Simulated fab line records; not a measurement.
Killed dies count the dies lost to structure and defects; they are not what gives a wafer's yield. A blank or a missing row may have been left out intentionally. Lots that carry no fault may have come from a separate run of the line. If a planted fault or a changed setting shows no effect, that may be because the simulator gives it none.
Which tool did it? ; flow gf180mcu ; 42 wafers from 14 lots sampled at 2 of the route's 602 steps

WHAT THE GAUGES READ, wafer by wafer
GF_M3_CD_MEAS_14: target cd 280 nm. Usual: cd_nm reads 280.1 nm (standard deviation 1.3).
lot;measured;on;cd_nm (nm);flag
L593;day 21 02:21;cd_sem-02;278.0 277.8 278.4;
L594;day 21 16:26;cd_sem-01;279.2 278.8 279.7;
L595;day 21 22:21;cd_sem-01;278.5 278.1 280.1;
L596;day 22 07:40;cd_sem-01;281.1 280.7 280.2;
L597;day 22 20:21;cd_sem-01;279.3 280.1 279.5;
L598;day 23 09:32;cd_sem-01;278.7 279.5 279.6;
L600;day 24 01:45;cd_sem-01;281.4 282.9 283.4;
L605;day 25 13:54;cd_sem-01;279.6 280.4 280.3;
L606;day 25 22:50;cd_sem-01;278.9 280.1 279.8;
L607;day 26 04:41;cd_sem-02;281.6 281.2 281.9;
L609;day 26 18:53;cd_sem-01;279.3 279.6 278.6;
L611;day 27 12:13;cd_sem-01;279.4 279.8 279.4;
L613;day 27 20:36;cd_sem-01;282.2 282.9 282.6;
L615;day 28 11:58;cd_sem-01;280.2 280.8 280.9;

WHAT TOOL EACH LOT RAN ON (gives the tool, then ch and the chambers of the sampled wafers, and finally the start)
lot;GF_M3_SPUTTER_02
L593;pvd_sputter-03, day 20 02:39
L594;pvd_sputter-03, day 20 17:11
L595;pvd_sputter-04, day 20 22:38
L596;pvd_sputter-02, day 21 08:23
L597;pvd_sputter-02, day 21 21:11
L598;pvd_sputter-02, day 22 10:29
L600;pvd_sputter-04, day 23 04:08
L605;pvd_sputter-02, day 24 16:41
L606;pvd_sputter-04, day 25 01:08
L607;pvd_sputter-03, day 25 07:36
L609;pvd_sputter-03, day 25 22:00
L611;pvd_sputter-03, day 26 16:16
L613;pvd_sputter-04, day 27 00:44
L615;pvd_sputter-02, day 27 16:50
- GF_M3_SPUTTER_02: material AlCu, target thk 450 nm, time 23.9 s.

AS READ BY THE TOOLS THEMSELVES (means over the sampled wafers that have a number; for cases with no such wafer, the mark the record gives instead)
GF_M3_SPUTTER_02. Usual: throttle_valve_pct reads 30.0 % (standard deviation 1.2).
lot;tool;throttle_valve_pct (%);flag
L593;pvd_sputter-03;30.6;
L594;pvd_sputter-03;29.8;
L595;pvd_sputter-04;29.8;
L596;pvd_sputter-02;31.7;
L597;pvd_sputter-02;29.3;
L598;pvd_sputter-02;29.1;
L600;pvd_sputter-04;29.3;
L605;pvd_sputter-02;30.4;
L606;pvd_sputter-04;29.4;
L607;pvd_sputter-03;29.9;
L609;pvd_sputter-03;30.0;
L611;pvd_sputter-03;29.8;
L613;pvd_sputter-04;29.5;
L615;pvd_sputter-02;30.5;

THE ANSWER, worked out from the rows above alone
Rule: take the mean of a lot's wafers that have a number; if it is more than 3 standard deviations from the usual mean, the lot is off. A lot without any number at a reading at which 4 lots or more have one is off too. The other lots that the step has rows for count as sound. Order of review: gauges by route order, followed by the tools' own readings, for which a lot's mean as printed above is used. The first step at which some lot is off is used, and at that step the reading that is off furthest; a lot without a number counts as furthest.
No lot is off at any reading shown: from this, nothing can be told.

WHAT THE SIMULATOR PUT IN
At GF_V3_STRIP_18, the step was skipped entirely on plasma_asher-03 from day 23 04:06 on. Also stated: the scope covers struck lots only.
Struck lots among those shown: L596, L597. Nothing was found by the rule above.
